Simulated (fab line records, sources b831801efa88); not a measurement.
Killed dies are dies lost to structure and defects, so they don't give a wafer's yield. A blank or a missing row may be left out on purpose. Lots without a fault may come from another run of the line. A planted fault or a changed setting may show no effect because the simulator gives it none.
Which tool did it? | flow sky130 | 12 lots, 36 wafers sampled, at 1 step of a route of 708

WHAT THE GAUGES READ, wafer by wafer
SKY_LDD_HVN_OVL_MEAS_07. Usual: LDD_HVN_OVL -0.5 nm, standard deviation 1.4.
lot  | measured     | on         | LDD_HVN_OVL (nm) | flag
L945 | day 20 14:00 | overlay-01 | 0.0 0.5 -0.1     |
L949 | day 22 16:17 | overlay-01 | -0.4 -0.9 0.7    |
L950 | day 22 17:50 | overlay-02 | 0.0 0.5 -0.2     |
L955 | day 24 18:58 | overlay-01 | 0.2 1.0 2.1      |
L956 | day 25 12:17 | overlay-02 | -1.5 -1.5 -2.0   |
L957 | day 25 12:57 | overlay-02 | -2.4 -2.6 -2.4   |
L960 | day 26 13:09 | overlay-02 | -1.7 -1.2 -1.9   |
L961 | day 27 01:20 | overlay-01 | 0.2 0.4 0.1      |
L962 | day 27 05:56 | overlay-02 | -1.1 -2.5 -2.1   |
L963 | day 27 16:23 | overlay-02 | -2.6 -0.7 -1.6   |
L964 | day 27 17:53 | overlay-01 | 1.0 2.5 1.8      |
L967 | day 28 16:54 | overlay-01 | -2.3 -2.8 -2.7   |

WHICH TOOL RAN EACH LOT (tool, then ch and the chambers of the sampled wafers, then the start)
The record holds no process step before these readings.

WHAT THE TOOLS THEMSELVES READ (means of the sampled wafers that have a number; where no wafer has one, the mark that the record gives instead)
The record holds no such reading with a usual standard deviation.

THE ANSWER, worked out from the rows above alone
Rule: a lot is off if the mean of its wafers that have a number lies more than 3 standard deviations from the usual mean. A lot without any number at a reading at which 4 lots or more have one is off too. The other lots that the step has rows for count as sound. The gauges are gone through in route order, then the tools' own readings, and for those a lot's mean is taken as printed above. The first step at which some lot is off is used, and at that step the reading that is off furthest; a lot without a number counts as furthest.
No lot is off at any reading shown: from this, nothing can be told.

WHAT THE SIMULATOR HAD PUT IN
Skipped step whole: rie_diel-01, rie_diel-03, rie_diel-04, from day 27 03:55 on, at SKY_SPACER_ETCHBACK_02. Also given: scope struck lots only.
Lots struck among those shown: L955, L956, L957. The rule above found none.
